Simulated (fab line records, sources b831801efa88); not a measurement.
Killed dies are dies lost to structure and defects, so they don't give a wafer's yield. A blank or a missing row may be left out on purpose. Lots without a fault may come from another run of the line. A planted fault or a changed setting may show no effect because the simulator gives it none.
Which tool did it? | flow gf180mcu | 10 lots, 29 wafers sampled, at 6 steps of a route of 602

WHAT THE GAUGES READ, wafer by wafer
GF_M3_RS_MEAS_05: measures by four-point-probe. Usual: M3_ALCU_RS 0.0696 ohm/sq, standard deviation 0.00071.
lot  | measured     | on            | M3_ALCU_RS (ohm/sq)  | flag
L129 | day 20 11:14 | film_metro-03 | 0.0689 0.0696 0.0688 |
L130 | day 21 00:40 | film_metro-04 | 0.0697 0.0697 0.0701 |
L133 | day 22 01:31 | film_metro-02 | 0.0538 0.0695 0.0697 | OFF
L134 | day 22 07:47 | film_metro-04 | 0.0691 0.0695 0.0696 |
L135 | day 22 16:59 | film_metro-04 | 0.0535 0.0693        | OFF
L142 | day 25 03:15 | film_metro-02 | 0.0696 0.0691 0.0691 |
L144 | day 25 20:16 | film_metro-03 | 0.0701 0.0692 0.0693 |
L145 | day 26 04:56 | film_metro-02 | 0.0682 0.0694 0.0689 |
L147 | day 27 03:02 | film_metro-04 | 0.0699 0.0697 0.0699 |
L150 | day 28 00:34 | film_metro-03 | 0.0696 0.0701 0.0704 |

GF_M3_THK_MEAS_06: measures by xrf. Usual: M3_ALCU_THK 455 nm, standard deviation 5.8.
lot  | measured     | on            | M3_ALCU_THK (nm) | flag
L129 | day 20 11:21 | film_metro-03 | 456 450 457      |
L130 | day 21 00:47 | film_metro-04 | 456 461 456      |
L133 | day 22 01:38 | film_metro-02 | 593 457 455      | OFF
L134 | day 22 07:55 | film_metro-04 | 461 458 460      |
L135 | day 22 17:07 | film_metro-04 | 598 459          | OFF
L142 | day 25 03:22 | film_metro-02 | 456 457 457      |
L144 | day 25 20:23 | film_metro-03 | 448 454 453      |
L145 | day 26 05:03 | film_metro-02 | 465 456 462      |
L147 | day 27 03:09 | film_metro-04 | 454 457 456      |
L150 | day 28 00:40 | film_metro-03 | 449 446 444      |

WHICH TOOL RAN EACH LOT (tool, then ch and the chambers of the sampled wafers, then the start)
lot  | GF_V2_ETCH_16                      | GF_V2_SPUTTER_21             | GF_V2_SPUTTER_22             | GF_M3_SPUTTER_02
L129 | rie_diel-04 ch 0,2, day 20 09:38   | pvd_sputter-03, day 20 10:19 | pvd_sputter-03, day 20 10:23 | pvd_sputter-01, day 20 11:08
L130 | rie_diel-04 ch 1,2, day 20 22:44   | pvd_sputter-04, day 20 23:44 | pvd_sputter-04, day 20 23:48 | pvd_sputter-01, day 21 00:35
L133 | rie_diel-02 ch 0,2, day 21 23:56   | pvd_sputter-02, day 22 00:36 | pvd_sputter-02, day 22 00:40 | pvd_sputter-01, day 22 01:25
L134 | rie_diel-03 ch 2,3, day 22 06:13   | pvd_sputter-03, day 22 06:53 | pvd_sputter-03, day 22 06:56 | pvd_sputter-04, day 22 07:42
L135 | rie_diel-04 ch 2, day 22 15:25     | pvd_sputter-04, day 22 16:05 | pvd_sputter-04, day 22 16:08 | pvd_sputter-01, day 22 16:54
L142 | rie_diel-02 ch 0,1,2, day 25 01:38 | pvd_sputter-03, day 25 02:20 | pvd_sputter-03, day 25 02:23 | pvd_sputter-04, day 25 03:10
L144 | rie_diel-02 ch 0,2,3, day 25 18:20 | pvd_sputter-02, day 25 19:20 | pvd_sputter-02, day 25 19:25 | pvd_sputter-01, day 25 20:10
L145 | rie_diel-03 ch 0,1,2, day 26 03:16 | pvd_sputter-03, day 26 04:01 | pvd_sputter-03, day 26 04:05 | pvd_sputter-04, day 26 04:50
L147 | rie_diel-02 ch 0,3, day 27 01:07   | pvd_sputter-02, day 27 02:07 | pvd_sputter-02, day 27 02:11 | pvd_sputter-01, day 27 02:56
L150 | rie_diel-02 ch 0,1, day 27 22:58   | pvd_sputter-02, day 27 23:38 | pvd_sputter-02, day 27 23:41 | pvd_sputter-01, day 28 00:27
- GF_V2_ETCH_16: etches BARC in N2/H2.
- GF_V2_SPUTTER_21: material Ti, target thk 15 nm, time 80.02 s.
- GF_V2_SPUTTER_22: material TiN, target thk 10 nm, time 40 s.
- GF_M3_SPUTTER_02: material AlCu, target thk 450 nm, time 23.9 s.

WHAT THE TOOLS THEMSELVES READ (means of the sampled wafers that have a number; where no wafer has one, the mark that the record gives instead)
GF_V2_ETCH_16. Usual: drypump_motor_current_A 5.9 A, standard deviation 0.3; oes_product_au 0.855 a.u., standard deviation 0.0044; rf_fwd_power_W 494.6 W, standard deviation 2; throttle_valve_pct 13.224 %, standard deviation 0.0092.
lot  | tool        | drypump_motor_current_A (A) | oes_product_au (a.u.) | rf_fwd_power_W (W) | throttle_valve_pct (%) | flag
L129 | rie_diel-04 | 6.0                         | 0.856                 | 492.9              | 13.228                 |
L130 | rie_diel-04 | 6.1                         | 0.851                 | 493.8              | 13.225                 |
L133 | rie_diel-02 | 6.3                         | 0.853                 | 495.6              | 13.226                 |
L134 | rie_diel-03 | 5.6                         | 0.857                 | 495.5              | 13.223                 |
L135 | rie_diel-04 | 6.0                         | 0.855                 | 494.1              | 13.219                 |
L142 | rie_diel-02 | 6.1                         | 0.853                 | 494.3              | 13.229                 |
L144 | rie_diel-02 | 6.1                         | 0.851                 | 492.4              | 13.218                 |
L145 | rie_diel-03 | 5.6                         | 0.853                 | 494.0              | 13.220                 |
L147 | rie_diel-02 | 5.9                         | 0.856                 | 493.6              | 13.226                 |
L150 | rie_diel-02 | 5.9                         | 0.857                 | 496.2              | 13.217                 |

GF_V2_SPUTTER_21. Usual: cathode_dc_power_W 2500.0 W, standard deviation 0.46; throttle_valve_pct 30.5 %, standard deviation 1.1.
lot  | tool           | cathode_dc_power_W (W) | throttle_valve_pct (%) | flag
L129 | pvd_sputter-03 | 2500.1                 | 29.5                   |
L130 | pvd_sputter-04 | 2499.8                 | 29.4                   |
L133 | pvd_sputter-02 | 2500.1                 | 31.7                   |
L134 | pvd_sputter-03 | 2500.2                 | 30.0                   |
L135 | pvd_sputter-04 | 2500.4                 | 30.6                   |
L142 | pvd_sputter-03 | 2499.4                 | 29.6                   |
L144 | pvd_sputter-02 | 2500.7                 | 31.9                   |
L145 | pvd_sputter-03 | 2499.7                 | 29.8                   |
L147 | pvd_sputter-02 | 2499.8                 | 31.0                   |
L150 | pvd_sputter-02 | 2499.8                 | 31.5                   |

GF_V2_SPUTTER_22. Usual: cathode_dc_power_W 4000.1 W, standard deviation 0.7; throttle_valve_pct 30.5 %, standard deviation 1.1.
lot  | tool           | cathode_dc_power_W (W) | throttle_valve_pct (%) | flag
L129 | pvd_sputter-03 | 3999.9                 | 29.6                   |
L130 | pvd_sputter-04 | 4000.9                 | 29.4                   |
L133 | pvd_sputter-02 | 4000.2                 | 31.5                   |
L134 | pvd_sputter-03 | 4000.8                 | 30.1                   |
L135 | pvd_sputter-04 | 4000.7                 | 30.4                   |
L142 | pvd_sputter-03 | 3999.5                 | 29.5                   |
L144 | pvd_sputter-02 | 3999.8                 | 31.7                   |
L145 | pvd_sputter-03 | 4000.5                 | 29.8                   |
L147 | pvd_sputter-02 | 4000.2                 | 30.8                   |
L150 | pvd_sputter-02 | 3999.7                 | 31.5                   |

GF_M3_SPUTTER_02. Usual: cathode_dc_power_W 10600 W, standard deviation 2; throttle_valve_pct 29.7 %, standard deviation 0.72.
lot  | tool           | cathode_dc_power_W (W) | throttle_valve_pct (%) | flag
L129 | pvd_sputter-01 | 10601                  | 29.1                   |
L130 | pvd_sputter-01 | 10601                  | 30.0                   |
L133 | pvd_sputter-01 | 10601                  | 29.7                   |
L134 | pvd_sputter-04 | 10602                  | 30.0                   |
L135 | pvd_sputter-01 | 10598                  | 28.4                   |
L142 | pvd_sputter-04 | 10598                  | 29.5                   |
L144 | pvd_sputter-01 | 10599                  | 29.5                   |
L145 | pvd_sputter-04 | 10599                  | 29.6                   |
L147 | pvd_sputter-01 | 10600                  | 29.5                   |
L150 | pvd_sputter-01 | 10600                  | 29.4                   |

THE ANSWER, worked out from the rows above alone
Rule: a lot is off if the mean of its wafers that have a number lies more than 3 standard deviations from the usual mean. A lot without any number at a reading at which 4 lots or more have one is off too. The other lots that the step has rows for count as sound. The gauges are gone through in route order, then the tools' own readings, and for those a lot's mean is taken as printed above. The first step at which some lot is off is used, and at that step the reading that is off furthest; a lot without a number counts as furthest.
Off: L133, L135, at GF_M3_RS_MEAS_05 (M3_ALCU_RS).
A tool fits if, at a process step before that reading, it ran every lot that is off, and no sound lot after the first of them. The gauges at GF_M3_RS_MEAS_05 are tried like those tools. None of those tried fits.

WHAT THE SIMULATOR HAD PUT IN
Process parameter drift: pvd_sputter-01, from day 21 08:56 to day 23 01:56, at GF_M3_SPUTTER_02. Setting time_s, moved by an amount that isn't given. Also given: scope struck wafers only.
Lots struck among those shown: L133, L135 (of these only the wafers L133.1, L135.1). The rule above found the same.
